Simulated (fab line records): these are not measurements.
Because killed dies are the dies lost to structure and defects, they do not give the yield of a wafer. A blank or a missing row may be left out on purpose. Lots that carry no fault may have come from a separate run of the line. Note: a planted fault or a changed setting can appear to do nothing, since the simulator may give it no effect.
Which tool did it?    flow sky130    12 lots, 36 wafers sampled, at 3 steps of a route of 708

== WHAT THE GAUGES SHOWED, per wafer ==
SKY_CONTACT_RS_MEAS_25: measurement is done with a four-point probe. Usual: CONTACT_W_RS 0.338 ohm/sq, standard deviation 0.0046.
lot   measured      on             CONTACT_W_RS (ohm/sq)  flag
L917  day 32 04:06  film metro-02  0.344 0.341 0.341      
L918  day 32 07:25  film metro-02  0.329 0.337 0.329      
L919  day 32 11:41  film metro-01  0.333 0.336 0.334      
L922  day 33 17:43  film metro-01  0.339 0.344 0.345      
L928  day 35 15:04  film metro-01  0.345 0.342 0.342      
L933  day 36 21:58  film metro-03  0.345 0.344 0.338      
L935  day 37 15:01  film metro-02  0.340 0.340 0.340      
L936  day 38 00:25  film metro-01  0.339 0.335 0.338      
L937  day 38 01:05  film metro-02  0.335 0.337 0.335      
L938  day 38 08:08  film metro-02  0.338 0.340 0.341      
L939  day 38 10:28  film metro-02  0.343 0.341 0.341      
L940  day 38 21:16  film metro-03  0.330 0.339 0.338      

SKY_CONTACT_THK_MEAS_26: measures by xrf. Usual: CONTACT_W_THK 342 nm, standard deviation 5.2.
lot   measured      on             CONTACT_W_THK (nm)  flag
L917  day 32 04:13  film metro-02  336 340 340         
L918  day 32 07:32  film metro-02  350 346 351         
L919  day 32 11:47  film metro-01  349 346 344         
L922  day 33 17:50  film metro-01  340 338 337         
L928  day 35 15:11  film metro-01  335 336 337         
L933  day 36 22:03  film metro-03  341 342 346         
L935  day 37 15:08  film metro-02  337 336 336         
L936  day 38 00:30  film metro-01  340 341 336         
L937  day 38 01:12  film metro-02  346 343 346         
L938  day 38 08:16  film metro-02  343 339 338         
L939  day 38 10:35  film metro-02  335 340 341         
L940  day 38 21:23  film metro-03  353 342 347         

== WHAT TOOL EACH LOT RAN ON (gives the tool, then ch and the chambers of the sampled wafers, and finally the start) ==
lot   SKY_CONTACT_CMP_04
L917  cmp-01 ch 0,3, day 30 23:37
L918  cmp-02 ch 0,2,3, day 31 03:10
L919  cmp-02 ch 0,1,2, day 31 06:43
L922  cmp-01 ch 0,1,3, day 32 13:40
L928  cmp-01 ch 1,2,3, day 34 11:58
L933  cmp-02 ch 0,1,2, day 35 18:26
L935  cmp-01 ch 1,2, day 36 11:28
L936  cmp-02 ch 1,2,3, day 36 21:23
L937  cmp-02 ch 2,3, day 36 22:19
L938  cmp-01 ch 0,1, day 37 04:58
L939  cmp-01 ch 0,1,2, day 37 07:40
L940  cmp-02 ch 0,1,2, day 37 18:52
- SKY_CONTACT_CMP_04: polishes SiO2.

== WHAT THE TOOLS THEMSELVES READ (means of the sampled wafers that have a number; where no wafer has one, the mark that the record gives instead) ==
SKY_CONTACT_CMP_04. Usual: motor current A 11.7 A, standard deviation 1.1; platen rpm 60.01 rpm, standard deviation 0.038; slurry flow ml min 150.0, standard deviation 0.47; time to endpoint s 84 s, standard deviation 3.9.
lot   tool    motor current A (A)  platen rpm (rpm)  slurry flow ml min  time to endpoint s (s)  flag
L917  cmp-01  12.2                 60.01             150.1               86                      
L918  cmp-02  11.5                 60.00             149.6               86                      
L919  cmp-02  11.4                 60.01             149.5               84                      
L922  cmp-01  12.7                 60.02             150.0               84                      
L928  cmp-01  12.4                 59.99             150.1               83                      
L933  cmp-02  11.7                 59.99             150.1               78                      
L935  cmp-01  11.9                 60.03             149.9               87                      
L936  cmp-02  11.7                 59.98             149.6               83                      
L937  cmp-02  11.7                 60.04             149.6               82                      
L938  cmp-01  11.4                 60.02             150.0               81                      
L939  cmp-01  11.4                 60.01             150.2               83                      
L940  cmp-02  11.5                 60.00             150.3               80                      

== THE ANSWER, worked out from the rows above alone ==
Rule: a lot counts as off when the mean over its wafers that have a number is more than 3 standard deviations away from the usual mean. Also off: a lot with no number at a reading for which 4 or more lots have one. Any other lot the step has rows for is counted as sound. First the gauges in route order, then the tools' own readings, where a lot's mean is used as printed above. At the first step where some lot is off, the reading lying furthest off is the one used; lots without a number count as furthest.
No lot is off at any reading shown: from this, nothing can be told.

== WHAT THE SIMULATOR HAD INSERTED ==
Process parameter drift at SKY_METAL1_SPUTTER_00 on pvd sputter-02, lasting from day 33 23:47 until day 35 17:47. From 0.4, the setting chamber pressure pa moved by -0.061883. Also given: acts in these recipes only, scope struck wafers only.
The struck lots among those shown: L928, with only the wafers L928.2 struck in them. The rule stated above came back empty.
